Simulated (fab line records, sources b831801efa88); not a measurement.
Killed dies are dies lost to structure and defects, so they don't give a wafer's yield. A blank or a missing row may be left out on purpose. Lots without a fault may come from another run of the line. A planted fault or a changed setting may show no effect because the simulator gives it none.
A struck lot beside a sound one | flow gf180mcu | 14 steps out of a route of 602
Sound: wafers L415.4, L415.5, L415.6. Struck: wafers L418.2, L418.3, L418.6. The cause comes at the end.
At each step with rows: each side's tool, then ch and its chambers, then its first start. Under that, the readings that differ: sound wafers | struck wafers | difference of the means | sigmas: that difference in standard deviations of wafers without a fault.
alike: readings whose means differ by less than 2 such deviations, and words and numbers that are the same on both sides. not compared: withheld readings, readings that some wafer has no value for, bounds like >300 that may hide the same value, and numbers for which the record gives no deviation and whose values overlap.
The two part at a step that has a row with sigmas, a row that says differs or no value, or rows on one side only. Numbers that don't overlap but have no deviation are shown without sigmas and don't part them. A reading that every wafer of one side lacks parts them only if that side has two wafers or more.

GF_VT_IMPLANT_RS_MEAS_47: measures by four-point-probe.
  sound on film_metro-04, day 9 01:11; struck on film_metro-03, day 9 23:43
  alike: NWELL_RS
GF_VT_IMPLANT_RS_MEAS_48: measures by four-point-probe.
  sound on film_metro-04, day 9 01:18; struck on film_metro-03, day 9 23:50
  alike: LVPWELL_RS
GF_VT_IMPLANT_RS_MEAS_49: measures by four-point-probe.
  sound on film_metro-04, day 9 01:25; struck on film_metro-03, day 9 23:57
  alike: MVPSD_RS
then, 4 steps without rows for these wafers: GF_VT_IMPLANT_WET_ETCH_50 (etches SiO2 in dHF, target depth 20 nm, time 400 s); GF_DUAL_GATE_CLEAN_00 (cleans in SC1/SC2, time 150 s); GF_DUAL_GATE_CLEAN_01 (cleans in dHF, time 20 s); GF_DUAL_GATE_OXIDATION_02 (stabilise 600 s, purge 300 s, target thk 10.887 nm).
GF_DUAL_GATE_THK_MEAS_03:
  sound on film_metro-03, day 9 03:08; struck on film_metro-02, day 10 02:15
  alike: DUAL_GATE_OXIDATION_00_THK
then, 4 steps without rows for these wafers: GF_DUAL_GATE_DEHYDRATE_04 (time 60 s); GF_DUAL_GATE_HMDS_05 (prime time 60 s); GF_DUAL_GATE_COAT_06 (resist thk 1000 nm); GF_DUAL_GATE_SOFTBAKE_07 (time 60 s).
GF_DUAL_GATE_EXPOSE_08: exposes mask Dualgate, target cd 700 nm.
  sound on iline_stepper-02 ch 0, day 9 12:12; struck on iline_stepper-02, day 10 11:07
  no value came back on the struck wafers for exposure_dose_mJ_cm2, focus_offset_nm (nm); on the sound wafers exposure_dose_mJ_cm2 reads 139.94 139.95 140.20
  alike: mask
then, 1 step without rows for these wafers: GF_DUAL_GATE_PEB_09.

WHERE THEY PART
Only at GF_DUAL_GATE_EXPOSE_08, within this record.

WHY: what the simulator had put in
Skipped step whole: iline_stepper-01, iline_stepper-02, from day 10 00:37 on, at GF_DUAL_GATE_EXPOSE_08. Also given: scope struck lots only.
